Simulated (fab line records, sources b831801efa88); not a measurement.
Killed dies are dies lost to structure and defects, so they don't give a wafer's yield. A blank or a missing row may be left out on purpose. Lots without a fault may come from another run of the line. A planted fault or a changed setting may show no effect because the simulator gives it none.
Problem report in the 8D (eight disciplines) form, filled by code | flow sky130 | the parts of the form that need people (team, actions taken, sign-off) are left out

1. THE PROBLEM
rf_fwd_power_W at SKY_VIA1_ETCH_14 reads a mean of 576.6 W on 6 wafers of 2 lots; wafers without a fault read 494.6 W with a standard deviation of 1.9. That is +43 standard deviations from the usual mean.
The step: etches BARC in N2/H2, stops on SiO2, time 45.9 s, target depth 60 nm.
First seen on wafer L377.4, day 39 19:26, on rie_diel-02. The record holds 30 wafers of 10 lots with a number at this step. Rule for "out", or "out of limits": more than 4 standard deviations from the usual mean. The other wafers with a number count as sound.

2. WHAT IT IS AND WHAT IT IS NOT
question                    | is                     | is not
which readings at this step | rf_fwd_power_W         | drypump_motor_current_A, oes_product_au, throttle_valve_pct
which lots                  | L376, L377             | L359, L365, L366, L370, L372, L373, L374, L375
which wafers of those lots  | all that have a number | -
read on which tools         | rie_diel-02            | rie_diel-01, rie_diel-03
when                        | from day 39 19:26      | up to then (21 sound wafers); but 3 sound wafers of L374 came after

3. SUSPECTS, AND WHAT RULES EACH OUT
Counting: a tool at a process step up to the reading stays a suspect if it ran every lot that is out and no sound lot after the first of them.
- rie_diel-02 at SKY_VIA1_ETCH_14 (etches BARC in N2/H2, stops on SiO2, time 45.9 s, target depth 60 nm): kept. It ran every lot that is out, first L377 (day 39 19:26), and no sound lot after that; its last sound lot up to then is L373 (day 39 14:28). Its own readings are out on those wafers: rf_fwd_power_W.
Left after counting: rie_diel-02 at SKY_VIA1_ETCH_14.

4. THE CAUSE (what the simulator had put in)
Process parameter drift: rie_diel-02, from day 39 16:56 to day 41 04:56, at SKY_VIA1_ETCH_14. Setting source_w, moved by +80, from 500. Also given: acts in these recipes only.
Counting left only this tool.

5. THE CHAIN OF EFFECTS, in route order
Each row: a reading whose mean over the struck wafers that have a number lies more than 3 standard deviations from the usual. Only readings for which the record gives a usual standard deviation are gone through. hours: the time from each lot's start at the first step in this table that gives one to its start at this step, as a median over the lots. sigmas: the change in usual standard deviations.
hours | step              | reading                  | usual   | on struck wafers | change | sigmas
0     | SKY_VIA1_ETCH_14  | rf_fwd_power_W           | 494.6 W | 576.6            | +82.0  | +43
0     | SKY_VIA1_STRIP_16 | strip_time_to_endpoint_s | 4.470 s | 4.402            | -0.068 | -3.6
The process steps in it:
- SKY_VIA1_ETCH_14: etches BARC in N2/H2, stops on SiO2, time 45.9 s, target depth 60 nm.
- SKY_VIA1_STRIP_16: strips in O2/N2.

6. WHAT WOULD HAVE CAUGHT IT SOONER
In this record the first reading out of limits was taken at day 39 19:26, 2 hours after the fault began at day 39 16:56.
